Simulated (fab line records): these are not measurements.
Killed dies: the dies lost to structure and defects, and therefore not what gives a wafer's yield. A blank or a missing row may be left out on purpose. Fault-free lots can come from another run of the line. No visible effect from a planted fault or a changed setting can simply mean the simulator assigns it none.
fab line records ; flow gf180mcu ; part 2 of 2: steps 30 to 42 of 42
record lots=5; wafers=15; last_day=34
route steps=602 shown V3@429 M4@456
lots with no fault: from the same line, run without faults
start_h: hours from the record's first day to the start of the lot's first wafer shown ; wait_h: how many hours have passed since the lot's step before this one ; " as in the row above ; L1.1+2: several wafers, shown together as one row ; - either no value or no given start ; * or withheld: withheld ; < > ~ a bound
route shown NAME@n: a module of which the file shows steps, and the number in the route of the first ; usual: the fault-free wafers' mean and standard deviation ; same: alike in all rows ; chamber/n: place in a boat ; sites: per-site readings ; _std_site: the values' standard deviation ; _edge_site: outer sites' mean less inner sites' ; radius_mm: how far each site lies from the wafer's centre ; mask NAME#n: copy n ; behind: tool/chamber where the wafer was last shaped ; hold: reason for holding the lot/hours on hold/outcome of the hold ; device: whichever transistor did not switch (one of n, p or np) ; end of line: the tests these same wafers got at the end of their route ; a step given without rows: its recipe and nothing more ; killed: the dies lost at the first sort to structure and to defects; this is not the yield of the wafer ; map: a wafer's dies, x killed, . not, _ none there
set.NAME: the setting the step ran with; set.NAME@STEP: the setting that earlier step ran with ; model.NAME: the simulator's own value behind a step, which no gauge read
a table for each step, a row for each wafer; lots at some steps of the route
services: the hour from which a tool's chamber was out of use, counted from the record's first day as start_h (under 0 if before that day), plus the number of hours and why
## steps
# step GF_M4_SPUTTER_02
# recipe material=AlCu; target_thk_nm=450; power_w=10600; time_s=23.9; chamber_pressure_pa=0.4
# usual throttle_valve_pct=29.6/0.77
lot.wafer;tool;chamber;start_h;wait_h;throttle_valve_pct
L077.1;pvd_sputter-04;-;542.80;0.0;29.7
L077.4;pvd_sputter-04;-;542.80;0.0;30.1
L077.5;pvd_sputter-04;-;542.80;0.0;29.0
L079.2;pvd_sputter-01;-;559.86;0.0;29.6
L079.3;pvd_sputter-01;-;559.86;0.0;28.5
L079.6;pvd_sputter-01;-;559.86;0.0;29.4
L080.1;pvd_sputter-04;-;569.66;0.0;29.2
L080.5;pvd_sputter-04;-;569.66;0.0;29.9
L080.6;pvd_sputter-04;-;569.66;0.0;30.6
L089.1;pvd_sputter-01;-;639.29;0.0;29.4
L089.3;pvd_sputter-01;-;639.29;0.0;28.6
L089.6;pvd_sputter-01;-;639.29;0.0;29.6
L092.2;pvd_sputter-02;-;677.73;0.0;29.5
L092.3;pvd_sputter-02;-;677.73;0.0;30.5
L092.5;pvd_sputter-02;-;677.73;0.0;30.1
# step GF_M4_SPUTTER_03
# recipe material=Ti; target_thk_nm=10; substrate_temp_c=300; chamber_pressure_pa=0.3; power_w=3000; time_s=6.7
# usual substrate_temp_c=299.98/0.2; throttle_valve_pct=29.6/0.78
lot.wafer;tool;chamber;start_h;wait_h;substrate_temp_c;throttle_valve_pct
L077.1;pvd_sputter-04;-;542.83;0.0;300.04;29.7
L077.4;pvd_sputter-04;-;542.83;0.0;299.91;30.2
L077.5;pvd_sputter-04;-;542.83;0.0;299.85;29.1
L079.2;pvd_sputter-01;-;559.89;0.0;300.39;29.3
L079.3;pvd_sputter-01;-;559.89;0.0;299.84;28.5
L079.6;pvd_sputter-01;-;559.89;0.0;300.34;29.5
L080.1;pvd_sputter-04;-;569.69;0.0;299.90;28.7
L080.5;pvd_sputter-04;-;569.69;0.0;299.80;29.6
L080.6;pvd_sputter-04;-;569.69;0.0;300.08;30.2
L089.1;pvd_sputter-01;-;639.32;0.0;299.86;29.1
L089.3;pvd_sputter-01;-;639.32;0.0;299.86;28.6
L089.6;pvd_sputter-01;-;639.32;0.0;299.64;29.5
L092.2;pvd_sputter-02;-;677.76;0.0;299.80;29.2
L092.3;pvd_sputter-02;-;677.76;0.0;300.18;30.2
L092.5;pvd_sputter-02;-;677.76;0.0;299.75;30.0
# step GF_M4_SPUTTER_04
# recipe material=TiN; target_thk_nm=50; power_w=6500; time_s=41.7; chamber_pressure_pa=0.4
# usual throttle_valve_pct=29.6/0.76
lot.wafer;tool;chamber;start_h;wait_h;throttle_valve_pct
L077.1;pvd_sputter-04;-;542.85;0.0;29.8
L077.4;pvd_sputter-04;-;542.85;0.0;30.3
L077.5;pvd_sputter-04;-;542.85;0.0;29.1
L079.2;pvd_sputter-01;-;559.91;0.0;29.3
L079.3;pvd_sputter-01;-;559.91;0.0;28.7
L079.6;pvd_sputter-01;-;559.91;0.0;29.5
L080.1;pvd_sputter-04;-;569.71;0.0;29.2
L080.5;pvd_sputter-04;-;569.71;0.0;29.9
L080.6;pvd_sputter-04;-;569.71;0.0;30.4
L089.1;pvd_sputter-01;-;639.34;0.0;29.4
L089.3;pvd_sputter-01;-;639.34;0.0;28.4
L089.6;pvd_sputter-01;-;639.34;0.0;29.7
L092.2;pvd_sputter-02;-;677.78;0.0;29.2
L092.3;pvd_sputter-02;-;677.78;0.0;30.3
L092.5;pvd_sputter-02;-;677.78;0.0;30.2
# step GF_M4_RS_MEAS_05
# recipe thk_meas_gauge=four-point-probe; reads=TiN_of_M4_SPUTTER_04+Ti_of_M4_SPUTTER_03+AlCu_of_M4_SPUTTER_02+TiN_of_M4_SPUTTER_01+Ti_of_M4_SPUTTER_00
# usual M4_ALCU_RS=0.0694/0.0006
lot.wafer;tool;chamber;start_h;wait_h;M4_ALCU_RS[ohm/sq]
L077.1;film_metro-01;-;542.89;0.0;0.0691
L077.4;film_metro-01;-;542.89;0.0;0.0695
L077.5;film_metro-01;-;542.89;0.0;0.0688
L079.2;film_metro-03;-;559.97;0.0;0.0703
L079.3;film_metro-03;-;559.97;0.0;0.0701
L079.6;film_metro-03;-;559.97;0.0;0.0699
L080.1;film_metro-02;-;569.75;0.0;0.0701
L080.5;film_metro-02;-;569.75;0.0;0.0701
L080.6;film_metro-02;-;569.75;0.0;0.0702
L089.1;film_metro-03;-;639.38;0.0;0.0686
L089.3;film_metro-03;-;639.38;0.0;0.0687
L089.6;film_metro-03;-;639.38;0.0;0.0688
L092.2;film_metro-03;-;677.84;0.0;0.0689
L092.3;film_metro-03;-;677.84;0.0;0.0690
L092.5;film_metro-03;-;677.84;0.0;0.0693
# step GF_M4_THK_MEAS_06
# recipe thk_meas_gauge=xrf; reads=AlCu_of_M4_SPUTTER_02
# usual M4_ALCU_THK=450/4.2
lot.wafer;tool;chamber;start_h;wait_h;M4_ALCU_THK[nm]
L077.1;film_metro-01;-;543.01;0.1;445
L077.4;film_metro-01;-;543.01;0.1;446
L077.5;film_metro-01;-;543.01;0.1;451
L079.2;film_metro-03;-;560.08;0.1;447
L079.3;film_metro-03;-;560.08;0.1;448
L079.6;film_metro-03;-;560.08;0.1;449
L080.1;film_metro-02;-;569.87;0.1;447
L080.5;film_metro-02;-;569.87;0.1;447
L080.6;film_metro-02;-;569.87;0.1;449
L089.1;film_metro-03;-;639.50;0.1;459
L089.3;film_metro-03;-;639.50;0.1;456
L089.6;film_metro-03;-;639.50;0.1;456
L092.2;film_metro-03;-;677.95;0.1;454
L092.3;film_metro-03;-;677.95;0.1;455
L092.5;film_metro-03;-;677.95;0.1;454
# step GF_M4_DEHYDRATE_07
# recipe temp_c=200; time_s=60
lot.wafer;tool;chamber;start_h;wait_h
L077.1+4+5;litho_track-03;0;554.06;11.0
L079.2+3+6;litho_track-04;0;570.23;10.1
L080.1+5+6;litho_track-02;0;580.19;10.3
L089.1+3+6;litho_track-03;0;649.16;9.6
L092.2+3+5;litho_track-02;0;687.02;9.1
# step GF_M4_HMDS_08
# recipe prime_time_s=60; prime_temp_c=120
lot.wafer;tool;chamber;start_h;wait_h
L077.1+4+5;litho_track-03;0;554.21;0.1
L079.2+3+6;litho_track-04;0;570.38;0.1
L080.1+5+6;litho_track-02;0;580.34;0.1
L089.1+3+6;litho_track-03;0;649.31;0.1
L092.2+3+5;litho_track-02;0;687.17;0.1
# step GF_M4_COAT_09
# recipe resist=KrF; spin_rpm=withheld; resist_thk_nm=1000
lot.wafer;tool;chamber;start_h;wait_h
L077.1+4+5;litho_track-03;0;554.36;0.1
L079.2+3+6;litho_track-04;0;570.53;0.1
L080.1+5+6;litho_track-02;0;580.49;0.1
L089.1+3+6;litho_track-03;0;649.46;0.1
L092.2+3+5;litho_track-02;0;687.32;0.1
# step GF_M4_SOFTBAKE_10
# recipe temp_c=130; time_s=60; resist=KrF
lot.wafer;tool;chamber;start_h;wait_h
L077.1+4+5;litho_track-03;0;554.51;0.1
L079.2+3+6;litho_track-04;0;570.68;0.1
L080.1+5+6;litho_track-02;0;580.64;0.1
L089.1+3+6;litho_track-03;0;649.61;0.1
L092.2+3+5;litho_track-02;0;687.47;0.1
# step GF_M4_EXPOSE_11
# recipe mask_id=Metal4; target_cd_nm=280; na=0.68; source_shape=conventional; sigma_outer=0.6; dose_mj=28
lot.wafer;tool;chamber;start_h;wait_h;mask
L077.1+4+5;krf_scanner-01;0;-;-;Metal4#0
L079.2+3+6;krf_scanner-01;0;-;-;Metal4#0
L080.1+5+6;krf_scanner-01;0;-;-;Metal4#0
L089.1+3+6;krf_scanner-01;0;-;-;Metal4#0
L092.2+3+5;krf_scanner-02;0;-;-;Metal4#0
# step GF_M4_PEB_12
# recipe peb_temp_c=135; peb_time_s=90; resist=KrF
lot.wafer;tool;chamber;start_h;wait_h
L077.1+4+5;litho_track-03;0;-;-
L079.2+3+6;litho_track-04;0;-;-
L080.1+5+6;litho_track-02;0;-;-
L089.1+3+6;litho_track-02;0;-;-
L092.2+3+5;litho_track-02;0;-;-
# step GF_M4_DEVELOP_13
# recipe develop_time_s=60; dev_temp_c=21
lot.wafer;tool;chamber;start_h;wait_h
L077.1+4+5;litho_track-03;0;565.41;0.2
L079.2+3+6;litho_track-04;0;581.93;0.2
L080.1+5+6;litho_track-02;0;590.84;0.2
L089.1+3+6;litho_track-02;0;659.09;0.2
L092.2+3+5;litho_track-02;0;696.52;0.2
# step GF_M4_CD_MEAS_14
# recipe target_cd_nm=280
# usual cd_nm=280.2/1.3
lot.wafer;tool;chamber;start_h;wait_h;cd_nm
L077.1;cd_sem-02;-;565.56;0.1;279.5
L077.4;cd_sem-02;-;565.56;0.1;278.5
L077.5;cd_sem-02;-;565.56;0.1;279.6
L079.2;cd_sem-01;-;582.08;0.1;279.7
L079.3;cd_sem-01;-;582.08;0.1;280.3
L079.6;cd_sem-01;-;582.08;0.1;279.0
L080.1;cd_sem-02;-;590.99;0.1;278.9
L080.5;cd_sem-02;-;590.99;0.1;279.0
L080.6;cd_sem-02;-;590.99;0.1;279.6
L089.1;cd_sem-02;-;659.24;0.1;279.7
L089.3;cd_sem-02;-;659.24;0.1;281.1
L089.6;cd_sem-02;-;659.24;0.1;279.0
L092.2;cd_sem-02;-;696.66;0.1;282.7
L092.3;cd_sem-02;-;696.66;0.1;282.7
L092.5;cd_sem-02;-;696.66;0.1;284.6
## services
tool;chamber;start_h;hours;kind
krf_scanner-01;-;494.33;1.0;pm
krf_scanner-01;-;497.70;1.3;pm
rie_diel-01;-;504.98;2.8;pm
pvd_sputter-04;-;510.74;0.5;repair
krf_scanner-02;-;533.57;0.8;repair
krf_scanner-02;-;536.77;1.3;pm
rie_diel-01;1;545.20;23.7;repair
krf_scanner-01;-;545.66;3.0;pm
krf_scanner-02;-;555.45;0.8;pm
pvd_sputter-02;-;557.42;12.3;repair
krf_scanner-01;-;564.72;0.8;pm
krf_scanner-02;-;568.83;3.6;pm
krf_scanner-02;-;589.27;1.0;pm
cmp-02;-;600.29;1.5;repair
krf_scanner-01;-;610.34;3.6;repair
krf_scanner-02;-;620.10;9.0;repair
pvd_sputter-03;-;622.67;3.8;repair
krf_scanner-02;-;640.26;6.7;repair
krf_scanner-01;-;663.33;1.0;pm
cmp-02;-;665.47;0.2;repair
cmp-02;-;667.25;1.4;repair
krf_scanner-01;-;673.60;1.3;pm
krf_scanner-01;-;676.16;0.7;repair
krf_scanner-01;-;687.49;1.9;repair
